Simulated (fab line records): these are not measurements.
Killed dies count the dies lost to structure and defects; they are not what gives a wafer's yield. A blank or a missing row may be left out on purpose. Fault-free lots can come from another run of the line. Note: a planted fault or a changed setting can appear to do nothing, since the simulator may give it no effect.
Problem report in the 8D (eight disciplines) form, filled by code + flow sfq_line + the parts of the form that need people (team, actions taken, sign-off) are left out

## 1. PROBLEM STATEMENT
Wafers without a fault read 0.686 a.u., standard deviation 0.0047; oes_product_au at SFQ_TRILAYER_L0_VIA_BARC_OPEN_VIA_ETCH_021 reads a mean of 0.791 a.u. on 2 wafers belonging to 2 lots. Relative to the usual mean, that is a shift of +22 standard deviations.
The step: etches BARC in O2, target depth 125 nm, time 41.7 s.
Earliest sighting: wafer L339.4 on rie_diel-03 at day 13 20:01. The record holds 42 wafers of 14 lots with a number at this step. Rule for "out", or "out of limits": more than 4 standard deviations from the usual mean. All remaining wafers that have a number are taken as sound.

## 2. WHAT IT IS, WHAT IT ISN'T
| question                    | is                           | is not                                                                 |
|-----------------------------|------------------------------|------------------------------------------------------------------------|
| which readings at this step | oes_product_au, run_length_s | -                                                                      |
| which lots                  | L339, L340                   | L317, L318, L319, L323, L324, L325, L328, L329, L330, L332, L333, L334 |
| which wafers of those lots  | L339.4, L340.4               | L339.2, L339.5, L340.2, L340.5                                         |
| read on which tools         | rie_diel-03                  | rie_diel-01, rie_diel-02                                               |
| when                        | from day 13 20:01            | up to then (38 sound wafers); but 2 sound wafers of L340 came after    |

## 3. THE SUSPECTS, EACH WITH WHAT RULES IT OUT
Counting: a tool at a process step up to the reading stays a suspect if it ran every lot that is out. Sound lots after the first of them don't rule it out here, since some wafers of a struck lot are sound.
- rie_diel-03 at SFQ_TRILAYER_L0_VIA_BARC_OPEN_VIA_ETCH_021 (etches BARC in O2, target depth 125 nm, time 41.7 s): kept. Ran every lot that is out, first one L339 (day 13 20:01); last sound lot up to then L332 (day 11 13:02). Its own readings are out on those wafers: oes_product_au, run_length_s.
Remaining after the count: rie_diel-03 at SFQ_TRILAYER_L0_VIA_BARC_OPEN_VIA_ETCH_021.

## 4. THE CAUSE (what the simulator had put in)
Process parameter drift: rie_diel-03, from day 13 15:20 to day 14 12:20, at SFQ_TRILAYER_L0_VIA_BARC_OPEN_VIA_ETCH_021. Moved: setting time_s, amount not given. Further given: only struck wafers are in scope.
Counting left only this tool.

## 5. THE EFFECT CHAIN, in route order
Rows list readings where the struck wafers' mean (over those with a number) sits beyond 3 standard deviations from the usual. Scope: only readings with a usual standard deviation given in the record; hours: median across lots of the time from each lot's start at the first step in this table that gives one to its start at this step; sigmas: change in usual standard deviations.
| hours | step                                       | reading        | usual      | on struck wafers | change | sigmas |
|-------|--------------------------------------------|----------------|------------|------------------|--------|--------|
| 0     | SFQ_TRILAYER_L0_VIA_BARC_OPEN_VIA_ETCH_021 | oes_product_au | 0.686 a.u. | 0.791            | +0.105 | +22    |
| 0     | SFQ_TRILAYER_L0_VIA_BARC_OPEN_VIA_ETCH_021 | run_length_s   | 70.1 s     | 62.8             | -7.3   | -15    |
Its process steps:
- SFQ_TRILAYER_L0_VIA_BARC_OPEN_VIA_ETCH_021: etches BARC in O2, target depth 125 nm, time 41.7 s.
At these later measuring or inspecting steps, every struck wafer for which the step has a row has a number for every such reading, and none has moved that far: SFQ_M8_BOW_MEAS_951.

## 6. WHAT WOULD HAVE CAUGHT IT SOONER
In this record the first reading out of limits was taken at day 13 20:01, 5 hours after the fault began at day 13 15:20.
